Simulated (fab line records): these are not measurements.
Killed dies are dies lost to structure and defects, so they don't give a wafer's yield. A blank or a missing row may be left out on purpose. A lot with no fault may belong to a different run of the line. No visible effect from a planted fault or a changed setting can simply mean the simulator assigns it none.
2 desks, one fault | flow sfq_line | what lay behind the numbers comes last; until then each desk has only its own

THE TOOL OWNER'S DESK: pecvd-03
The tool's own readings at SFQ_TRILAYER_I2_DEP_PECVD_063 (deposits SiO2 from SiH4/N2O, time 111.11 s, target thk 500 nm): means of the sampled wafers that have a number, for each lot that ran on this tool. A lot is out of limits, marked OUT, if its mean lies more than 4 standard deviations from the usual mean; the brackets give that distance.
Columns: A = heater_power_w at SFQ_TRILAYER_I2_DEP_PECVD_063, usual 81 W; B = rf_fwd_power_W at SFQ_TRILAYER_I2_DEP_PECVD_063, usual 182.4 W; C = throttle_valve_pct at SFQ_TRILAYER_I2_DEP_PECVD_063, usual 24.7 %
lot  | first seen here | A   | B               | C
L544 | day 23 15:18    | 84  | 182.5           | 26.3
L550 | day 30 22:49    | 93  | 153.4 (-48) OUT | 23.3
L556 | day 31 19:04    | 101 | 153.0 (-49) OUT | 23.2
This desk's verdict: out of limits on L550, L556, starting with L550 at day 30 22:49 (rf_fwd_power_W at SFQ_TRILAYER_I2_DEP_PECVD_063). Within limits: L544.

METROLOGY DESK
Means of the sampled wafers that have a number, per lot and without regard to the tool the lot ran on: this is what the gauges read. A lot is out of limits, marked OUT, if its mean lies more than 4 standard deviations from the usual mean; the brackets give that distance.
Columns: A = M2_OVL at SFQ_M2_OVL_MEAS_916, usual -1 nm
lot  | first seen here | A
L544 | day 23 13:31    | 3
L549 | day 30 18:13    | -0
L550 | day 30 21:50    | 0
L554 | day 31 12:14    | -6
L556 | day 31 18:04    | -0
L560 | day 32 02:45    | -1
This desk found nothing out of limits on any of the 6 lots.

TAKEN TOGETHER
The tool owner's desk had the chance to raise an alarm at day 30 22:49 on L550, L556.
Nothing out of limits was seen by the metrology desk.
The metrology desk holds a record of L550, L556, inside its limits.
Of the lots named, all ran SFQ_TRILAYER_I2_DEP_PECVD_063 on pecvd-03.

WHAT THE SIMULATOR HAD PUT IN
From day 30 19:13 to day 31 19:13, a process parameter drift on pecvd-03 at SFQ_TRILAYER_I2_DEP_PECVD_063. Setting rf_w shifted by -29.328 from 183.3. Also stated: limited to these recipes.
Lots struck among those shown: L550, L556.
How many hours passed from the start of the fault until each desk's first out-of-limits reading: the tool owner's desk, 4.
